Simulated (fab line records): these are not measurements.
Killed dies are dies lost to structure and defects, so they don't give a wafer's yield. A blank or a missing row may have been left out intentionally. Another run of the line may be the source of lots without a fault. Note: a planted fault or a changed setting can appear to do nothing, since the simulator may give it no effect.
A lot that was struck, set against a sound lot :: flow sky130 :: 43 steps out of a route of 708
Sound: these wafers, L376.1, L376.5, L376.6. Struck: wafer L387.4. (L387.2, L387.6 of the same lot were not struck and are left out.) The cause comes at the end.
Per side, at each step with rows, come the tool, then ch with its chambers, and then its first start. Under that, the readings that differ: sound wafers :: struck wafers :: difference of the means :: sigmas: that difference in standard deviations of wafers without a fault.
alike: words and numbers the same on both sides, and readings whose means are apart by under 2 such deviations; not compared: readings that were withheld, readings missing a value for some wafer, numbers with overlapping values and no deviation given by the record, and bounds like >300 which may hide the same value.
Wherever a step has rows on one side only, a row that says differs or no value, or a row with sigmas, the two part there. Numbers that don't overlap but have no deviation are shown without sigmas and don't part them. A reading missing from all wafers of one side parts the sides only when that side holds two or more wafers.

first, 2 steps without rows for these wafers: SKY_VIA2_SPUTTER_20 (material TiN, target thk 20 nm, time 80 s); SKY_VIA2_CVD_21 (deposits W, target thk 420 nm, time 126.4 s).
SKY_VIA2_RS_MEAS_22: uses a four-point probe to measure.
  sound on film_metro-02 at day 37 03:01; struck on film_metro-01 at day 40 13:46
reading: VIA2_W_RS (ohm/sq)
sound: 0.267 0.270 0.268
struck: 0.275
difference: +0.007
sigmas: +2
SKY_VIA2_THK_MEAS_23: measures by xrf.
  sound on film_metro-02 at day 37 03:08; struck on film_metro-01 at day 40 13:53
  alike: VIA2_W_THK
then, 1 step without rows for these wafers: SKY_VIA2_CMP_24 (polishes, stops on SiO2, t overpolish 20 s, target thk 0 nm).
SKY_METAL3_SPUTTER_00: material Ti, target thk 15 nm, time 10 s.
  sound on pvd_sputter-03 at day 37 03:29; struck on pvd_sputter-03 at day 40 14:14
  alike: cathode_dc_power_W, throttle_valve_pct
then, 2 steps without rows for these wafers: SKY_METAL3_SPUTTER_01 (material TiN, target thk 20 nm, time 16.7 s); SKY_METAL3_SPUTTER_02 (material AlCu, target thk 735 nm, time 39.1 s).
SKY_METAL3_SPUTTER_03: material Ti, target thk 5 nm, time 3.3 s.
  sound on pvd_sputter-03 at day 37 03:35; struck on pvd_sputter-03 at day 40 14:19
  alike: cathode_dc_power_W, throttle_valve_pct
then, 2 steps without rows for these wafers: SKY_METAL3_SPUTTER_04 (material TiN, target thk 70 nm, time 58.3 s); SKY_CAPM_CVD_00 (deposits SiO2, target thk 15.5 nm).
SKY_CAPM_THK_MEAS_01:
  sound on film_metro-02 at day 37 03:40; struck on film_metro-04 at day 40 14:25
  alike: CAPM_CVD_00_THK
SKY_CAPM_SPUTTER_02: material TiN, target thk 200 nm, time 166.7 s.
  sound on pvd_sputter-04 at day 37 03:44; struck on pvd_sputter-04 at day 40 14:28
reading: cathode_dc_power_W (W)
sound: 6499.6 6500.4 6498.4
struck: 9171.8
difference: +2672.3
sigmas: +99 or more

reading: model.TiN_of_CAPM_SPUTTER_02.thk_nm (nm)
sound: 197.5 199.8 198.6
struck: 282.5
difference: +83.9
sigmas: 
  alike: substrate_temp_c, throttle_valve_pct
SKY_CAPM_RS_MEAS_03: uses a four-point probe to measure.
  sound on film_metro-04 at day 37 03:50; struck on film_metro-02 at day 40 14:53
reading: CAPM_TIN_RS (ohm/sq)
sound: 6.99 6.90 6.96
struck: 4.85
difference: -2.10
sigmas: -27
  not compared: hold
SKY_CAPM_THK_MEAS_04: measures by xrf.
  sound on film_metro-04 at day 37 03:58; struck on film_metro-02 at day 40 18:55
reading: CAPM_TIN_THK (nm)
sound: 192.8 196.3 194.4
struck: 275.7
difference: +81.2
sigmas: +32
  not compared: hold
then, 6 steps without rows for these wafers: SKY_CAPM_HMDS_06 (prime time 60 s); SKY_CAPM_COAT_07 (resist thk 1140 nm); SKY_CAPM_SOFTBAKE_08 (time 60 s); SKY_CAPM_EXPOSE_09 (exposes mask CAPM, target cd 1000 nm); SKY_CAPM_PEB_10; SKY_CAPM_DEVELOP_11 (develop time 60 s).
SKY_CAPM_OVL_MEAS_12:
  sound on overlay-01 at day 38 04:52; struck on overlay-01 at day 41 14:01
  alike: CAPM_OVL
SKY_CAPM_METAL_ETCH_13: etches TiN in Cl2/BCl3, stops on SiO2, target depth 220 nm, time 62.9 s.
  sound on rie_metal-04 ch 0,1, day 38 04:54; struck on rie_metal-03 ch 0, day 41 14:03
reading: oes_product_au (a.u.)
sound: 0.938 0.944 0.938
struck: 0.992
difference: +0.052
sigmas: +7

reading: throttle_valve_pct (%)
sound: 21.896 21.900 21.893
struck: 21.857
difference: -0.039
sigmas: -4
  alike: drypump_motor_current_A
  not compared: rf_hours_counter_h
SKY_CAPM_STRIP_14: strips in O2/N2.
  sound on plasma_asher-03 ch 0,1, day 38 04:59; struck on plasma_asher-04 ch 0, day 41 14:08
  alike: drypump_motor_current_A, o2_flow_sccm, oes_product_au, strip_time_to_endpoint_s
  not compared: rf_hours_counter_h
then, 11 steps without rows for these wafers: SKY_CAPM_STRIP_15 (strips in post etch residue remover, time 1249 s); SKY_CAPM_CLEAN_16 (cleans in IPA, time 180 s); SKY_CAPM_CLEAN_17 (cleans in O3/DIW); SKY_METAL3_DEHYDRATE_05 (time 60 s); SKY_METAL3_HMDS_06 (prime time 60 s); SKY_METAL3_COAT_07 (resist thk 60 nm); SKY_METAL3_COAT_08 (resist thk 1140 nm); SKY_METAL3_SOFTBAKE_09 (time 90 s); SKY_METAL3_EXPOSE_10 (exposes mask MM3, target cd 300 nm); SKY_METAL3_PEB_11; SKY_METAL3_DEVELOP_12 (develop time 60 s).
SKY_METAL3_CD_MEAS_13 targets a cd of 300 nm.
  sound on cd_sem-01 at day 39 06:58; struck on cd_sem-01 at day 42 14:31
  alike: cd_nm
SKY_METAL3_OVL_MEAS_14:
  sound on overlay-01 at day 39 07:05; struck on overlay-01 at day 42 14:38
  alike: METAL3_OVL
SKY_METAL3_DESCUM_15: chemistry O2, time 8 s.
  sound on rie_metal-03 ch 0,1, day 39 07:07; struck on rie_metal-01 ch 0, day 42 14:40
  alike: drypump_motor_current_A, oes_product_au
  not compared: rf_hours_counter_h
SKY_METAL3_ETCH_16: etches BARC in N2/H2, stops on SiO2, time 88.2 s, target depth 60 nm.
  sound on rie_metal-03 ch 0,1, day 39 07:09; struck on rie_metal-01 ch 0, day 42 14:41
  alike: drypump_motor_current_A, oes_product_au, throttle_valve_pct
  not compared: rf_hours_counter_h
then, 2 steps without rows for these wafers: SKY_METAL3_ETCH_17 (etches SiO2 in C4F8/O2/Ar, stops on TiN, time 3.9 s, target depth 15 nm); SKY_METAL3_METAL_ETCH_18 (etches the open film in Cl2/BCl3, stops on SiO2, target depth 845 nm, time 183.1 s).
SKY_METAL3_STRIP_20: strips in post etch residue remover, time 1200 s.
  sound on wet_bench-01 ch 3, day 39 07:33; struck on wet_bench-04 ch 3, day 42 15:05
reading: model.TiN_of_CAPM_SPUTTER_02.thk_nm (nm)
sound: 196.7 199 197.7
struck: 281.6
difference: +83.8
sigmas: 
  alike: bath_guard_temp_C, bath_heat_duty_pct
-- the record jumps here: 7 days lie between the struck wafers' starts before and after (it left off in module METAL3 and takes up again in module PAD_OPEN, whose first step shown is number 708 of the route) --
SKY_PAD_OPEN_PROBE_99:
  sound on prober-01 at day 46 10:32; struck on prober-01 at day 49 04:56
reading: defect_limited_yield (%)
sound: 86.4 83.5 82.5
struck: 80.1
difference: -4.0
sigmas: -2

reading: killed_at_M4_up
sound: 1 1 3
struck: 6
difference: +4
sigmas: +3

reading: killed_at_front_end
sound: 16 9 17
struck: 31
difference: +17
sigmas: +4

reading: killed_at_other
sound: 0 0 0
struck: 1
difference: +1
sigmas: +2

reading: killed_dies
sound: 67 81 86
struck: 98
difference: +20
sigmas: +2

reading: model.etest.tester.sort_n_pass
sound: 425 411 406
struck: 0
difference: -414
sigmas: 

reading: model.etest.tester.sort_yield_pct (%)
sound: 86.38 83.54 82.52
struck: 0
difference: -84
sigmas: 

reading: model.etest.tester.sort_bin_4_pct (%)
sound: 0 0 0
struck: 72.73
difference: +72.73
sigmas: 

reading: model.etest.met3.line_ohm_um
sound: 0.1429 0.1456 0.1431
struck: 60.35
difference: +60.21
sigmas: 

reading: model.etest.via3_chain.rc_ohm
sound: 9.818 10.14 10.4
struck: 59.08
difference: +48.96
sigmas: 

reading: model.etest.met3.rs_ohm_sq
sound: 0.04284 0.04336 0.04303
struck: 18.59
difference: +18.55
sigmas: 

reading: model.etest.tester.sort_bin_3_pct (%)
sound: 1.016 0.6098 1.016
struck: 8.372
difference: +7.491
sigmas: 

reading: model.etest.cap_mim.plate_ohm_sq
sound: 6.088 6.036 6.105
struck: 4.269
difference: -1.807
sigmas: 
  alike: killed_at_M0_to_M3, killed_at_contacts, killed_open, killed_short

## WHERE THEY PART
At SKY_VIA2_RS_MEAS_22 first; at SKY_PAD_OPEN_PROBE_99 last (within this record only).

WHY: what had been put in by the simulator
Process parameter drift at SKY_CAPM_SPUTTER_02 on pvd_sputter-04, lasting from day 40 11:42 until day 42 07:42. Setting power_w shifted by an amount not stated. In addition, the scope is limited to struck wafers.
